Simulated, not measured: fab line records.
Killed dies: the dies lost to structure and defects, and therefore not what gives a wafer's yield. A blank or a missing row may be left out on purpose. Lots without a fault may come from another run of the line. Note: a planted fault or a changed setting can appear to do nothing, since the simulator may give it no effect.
Which tool did it? | flow gf180mcu | Sampling: 13 lots, 39 wafers, 5 of 602 route steps

WHAT THE GAUGES SHOWED, per wafer
GF_MVPSD_TW_MEAS_11.
lot  | measured    | on            | MVPSD_TW
L314 | day 5 01:32 | film-metro-03 | 553 555 558
L315 | day 5 06:00 | film-metro-03 | 553 553 554
L317 | day 5 18:30 | film-metro-02 | 563 562 558
L318 | day 6 00:08 | film-metro-03 | 554 550 553
L320 | day 6 11:46 | film-metro-02 | 555 557 562
L322 | day 6 22:17 | film-metro-02 | 559 561 557
L323 | day 7 06:08 | film-metro-04 | 556 555 555
L324 | day 7 12:44 | film-metro-02 | 560 561 558
L325 | day 7 18:33 | film-metro-02 | 560 559 556
L326 | day 7 19:29 | film-metro-04 | 556 554 555
L327 | day 8 11:24 | film-metro-03 | 554 558 557
L329 | day 8 18:08 | film-metro-04 | 558 558 558
L333 | day 9 17:51 | film-metro-03 | 554 554 552

GF_VT_IMPLANT_OVL_MEAS_29.
lot  | measured     | on         | VT_IMPLANT_02_OVL (nm)
L314 | day 6 20:51  | overlay-02 | 3.4 1.5 1.4
L315 | day 7 02:31  | overlay-01 | -0.7 0.0 -0.2
L317 | day 7 17:07  | overlay-01 | 2.1 3.2 2.7
L318 | day 7 22:48  | overlay-01 | 1.1 -3.1 0.4
L320 | day 8 11:55  | overlay-02 | 1.4 1.6 2.0
L322 | day 8 21:54  | overlay-02 | 0.5 0.3 0.0
L323 | day 9 08:15  | overlay-01 | -0.3 0.7 -0.2
L324 | day 9 12:54  | overlay-01 | 1.3 1.6 2.4
L325 | day 9 20:49  | overlay-02 | 1.2 0.9 -0.6
L326 | day 9 21:06  | overlay-01 | 2.2 2.6 1.6
L327 | day 10 14:22 | overlay-02 | -0.1 2.8 -0.5
L329 | day 10 21:03 | overlay-02 | 0.7 1.8 1.6
L333 | day 12 00:25 | overlay-01 | - - -

GF_VT_IMPLANT_TW_MEAS_32.
lot  | measured     | on            | VT_IMPLANT_3_TW
L314 | day 6 21:08  | film-metro-01 | 267.6 265.6 266.9
L315 | day 7 02:48  | film-metro-03 | 269.5 268.2 268.9
L317 | day 7 17:24  | film-metro-01 | 267.0 266.6 267.8
L318 | day 7 23:05  | film-metro-01 | 267.8 267.1 268.8
L320 | day 8 12:13  | film-metro-02 | 271.8 269.4 271.5
L322 | day 8 22:11  | film-metro-02 | 270.8 272.4 269.5
L323 | day 9 08:32  | film-metro-03 | 269.0 270.2 269.8
L324 | day 9 13:11  | film-metro-03 | 269.7 268.3 269.9
L325 | day 9 21:06  | film-metro-01 | 267.7 267.7 270.2
L326 | day 9 21:23  | film-metro-03 | 268.6 267.9 268.1
L327 | day 10 14:39 | film-metro-01 | 267.8 267.7 268.2
L329 | day 10 21:20 | film-metro-01 | 268.4 268.5 267.6
L333 | day 12 00:42 | film-metro-01 | 29.7 29.9 30.0

WHAT TOOL EACH LOT RAN ON (gives the tool, then ch and the chambers of the sampled wafers, and finally the start)
lot  | GF_NWELL_STRIP_10                   | GF_VT_IMPLANT_EXPOSE_26
L314 | plasma-asher-02 ch 0,1, day 3 07:44 | iline-stepper-01 ch 0, day 6 13:21
L315 | plasma-asher-04 ch 0,1, day 3 13:08 | iline-stepper-02 ch 0, day 6 19:12
L317 | plasma-asher-04 ch 0,1, day 4 01:20 | iline-stepper-02 ch 0, day 7 09:12
L318 | plasma-asher-04 ch 0,1, day 4 05:59 | iline-stepper-02 ch 0, day 7 15:15
L320 | plasma-asher-01 ch 0,1, day 4 16:28 | iline-stepper-02 ch 0, day 8 04:01
L322 | plasma-asher-01 ch 0,1, day 5 01:50 | iline-stepper-01 ch 0, day 8 14:08
L323 | plasma-asher-04 ch 0,1, day 5 09:56 | iline-stepper-02 ch 0, day 9 00:29
L324 | plasma-asher-04 ch 0,1, day 5 15:35 | iline-stepper-02 ch 0, day 9 05:09
L325 | plasma-asher-04 ch 0,1, day 5 19:08 | iline-stepper-02 ch 0, day 9 12:19
L326 | plasma-asher-02 ch 0,1, day 5 21:47 | iline-stepper-01 ch 0, day 9 12:44
L327 | plasma-asher-04 ch 0,1, day 6 10:20 | iline-stepper-02 ch 0, day 10 05:30
L329 | plasma-asher-04 ch 0,1, day 6 16:41 | iline-stepper-02 ch 0, day 10 12:11
L333 | plasma-asher-01 ch 0,1, day 7 15:11 | iline-stepper-02 ch 0, day 11 15:51
- GF_NWELL_STRIP_10: strips in O2/N2.
- GF_VT_IMPLANT_EXPOSE_26: exposes mask LVPWELL HV AREA, target cd 860 nm.

WHAT THE TOOLS THEMSELVES READ (means of the sampled wafers that have a number; where no wafer has one, the mark that the record gives instead)
GF_NWELL_STRIP_10.
lot  | tool            | drypump-motor-current-A (A) | heater-power-w (W) | oes-product-au (a.u.) | strip-time-to-endpoint-s (s)
L314 | plasma-asher-02 | 5.56                        | 319                | 0.725                 | 37.01
L315 | plasma-asher-04 | 5.54                        | 335                | 0.727                 | 36.99
L317 | plasma-asher-04 | 5.53                        | 337                | 0.728                 | 36.93
L318 | plasma-asher-04 | 5.54                        | 338                | 0.722                 | 36.98
L320 | plasma-asher-01 | 5.75                        | 330                | 0.724                 | 37.05
L322 | plasma-asher-01 | 5.77                        | 336                | 0.723                 | 36.83
L323 | plasma-asher-04 | 5.54                        | 336                | 0.720                 | 36.86
L324 | plasma-asher-04 | 5.51                        | 338                | 0.725                 | 36.97
L325 | plasma-asher-04 | 5.50                        | 310                | 0.721                 | 36.97
L326 | plasma-asher-02 | 5.55                        | 324                | 0.721                 | 36.89
L327 | plasma-asher-04 | 5.46                        | 312                | 0.719                 | 37.05
L329 | plasma-asher-04 | 5.53                        | 335                | 0.723                 | 36.93
L333 | plasma-asher-01 | 6.05                        | 347                | 0.724                 | 37.02

THE ANSWER, worked out from the rows above alone
Rule: the usual values come from the lots themselves. The widest of any qualifying gaps counts: lots, ordered by their means at a reading, are off when they make up no more than a third of the lots, leave a main group of 4 or more, and stand apart from it by 3 or more times the standard deviation of that group's means. If all means in a main group match to the digits the tables above print for the reading, that group is not used. Also off: a lot with no number at a reading for which 4 or more lots have one. The other lots that the step has rows for count as sound. After the gauges, taken in route order, come the tools' own readings; for these a lot's mean is taken, as printed above. The first step at which some lot is off is used, and at that step the reading that is off furthest; a lot without a number counts as furthest.
Off: L333, seen at GF_VT_IMPLANT_OVL_MEAS_29 (VT_IMPLANT_02_OVL). Without a number there: L333. For the main group the mean is 1.0 nm and the standard deviation 1.
A tool fits if, at a process step before that reading, it ran every lot that is off, and no sound lot after the first of them. Not tried: the gauges at GF_VT_IMPLANT_OVL_MEAS_29; whatever is off there is also off at GF_VT_IMPLANT_TW_MEAS_32, on other tools, and gauge error can't account for it. 2 tools fit, plasma-asher-01 at GF_NWELL_STRIP_10 and iline-stepper-02 at GF_VT_IMPLANT_EXPOSE_26, so this cannot tell which one it is.

WHAT THE SIMULATOR PUT IN
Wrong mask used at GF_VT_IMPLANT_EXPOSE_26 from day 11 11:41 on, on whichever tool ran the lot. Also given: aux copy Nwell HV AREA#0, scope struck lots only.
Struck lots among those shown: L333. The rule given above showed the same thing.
